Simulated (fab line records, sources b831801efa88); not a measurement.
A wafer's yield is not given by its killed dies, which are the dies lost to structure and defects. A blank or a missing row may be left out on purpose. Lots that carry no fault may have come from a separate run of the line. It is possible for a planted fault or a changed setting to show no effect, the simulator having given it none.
8D (eight disciplines) problem report, filled in by code -- flow gf180mcu -- the parts of the form that need people (team, actions taken, sign-off) are left out

== 1. THE ISSUE ==
Mean STI_CVD_23_THK at GF_STI_THK_MEAS_24: 551 nm over 4 wafers in 2 lots; fault-free wafers: 651 nm, standard deviation 6.7. That puts it -15 standard deviations away from the usual mean.
The first sign was on wafer L207.1 at day 3 21:11, on filmMetro-01. The record has a number at this step for 18 wafers belonging to 6 lots. By rule, "out" or "out of limits" means more than 4 standard deviations away from the usual mean. Any other wafer with a number is counted as sound.

== 2. WHAT IT IS AND WHAT IT IS NOT ==
question,is,is not
which readings at this step,STI_CVD_23_THK,-
which lots,"L207, L209","L202, L203, L219, L221"
which wafers of those lots,"L207.1, L207.6, L209.3, L209.4","L207.2, L209.1"
read on which gauges,filmMetro-01,filmMetro-02
when,from day 3 21:11,"up to then (7 sound wafers); but 7 sound wafers of L209, L219, L221 came after"

== 3. THE SUSPECTS, EACH WITH WHAT RULES IT OUT ==
Counting: any tool at a process step up to the reading remains a suspect provided it ran every lot that is out. Sound lots after the first of them don't rule it out here, since some wafers of a struck lot are sound.
- the gauge at GF_STI_THK_MEAS_24 has been ruled out. All the wafers that are out were read on filmMetro-01, but those of them that GF_STI_CMP_25 has rows for are out there too, on other tools.
- rieDiel-03 at GF_STI_ETCH_13 (etches the open film in CHF3/O2, stops on Si, target depth 282.31 nm, time 112.9 s): kept. It processed each lot that is out (first: L207, day 3 19:19); up to then, its last sound lot is L203 (day 2 22:04).
- hdpcvd-01 at GF_STI_CVD_23 (deposits SiO2, target thk 650 nm, time 108.3 s): kept. It processed each lot that is out (first: L207, day 3 21:07); up to then, its last sound lot is L203 (day 3 00:41).
- hdpcvd-01, GF_STI_CVD_23: wafers that are out in chamber 0, sound lot-mates in chambers 1, 2.
After counting, rieDiel-03 at GF_STI_ETCH_13 and hdpcvd-01 at GF_STI_CVD_23 remain.

== 4. THE CAUSE (what the simulator had put in) ==
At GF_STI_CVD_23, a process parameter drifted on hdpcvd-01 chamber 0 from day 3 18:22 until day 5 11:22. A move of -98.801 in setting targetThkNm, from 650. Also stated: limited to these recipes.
2 suspects survive the count, and this tool is in that group.

== 5. SEQUENCE OF EFFECTS, ordered by route ==
Each row: a reading where the mean over the struck wafers with a number is more than 3 standard deviations away from the usual. Readings are gone through only where the record gives a usual standard deviation; hours: the median, over the lots, of the time from a lot's start at the first step in this table giving one to that lot's start at this step; sigmas: the change measured in usual standard deviations.
hours,step,reading,usual,on struck wafers,change,sigmas
0,GF_STI_THK_MEAS_24,STI_CVD_23_THK,651 nm,551,-100,-15
0,GF_STI_CMP_25,timeToEndpointS,124 s,104,-20,-5.4
Here are the process steps it includes:
- GF_STI_CMP_25: polishes, stops on Si3N4, t overpolish 33 s, target thk 524.6 nm.

== 6. WHAT WOULD HAVE CAUGHT IT SOONER ==
3 hours passed between the start of the fault at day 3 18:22 and the first reading out of limits at a measuring or inspecting step in this record, taken at day 3 21:11.
Among the 2 lots that are out, L209 began GF_STI_CVD_23 on hdpcvd-01 after day 3 21:11. Holding the tool at that time would have saved it.
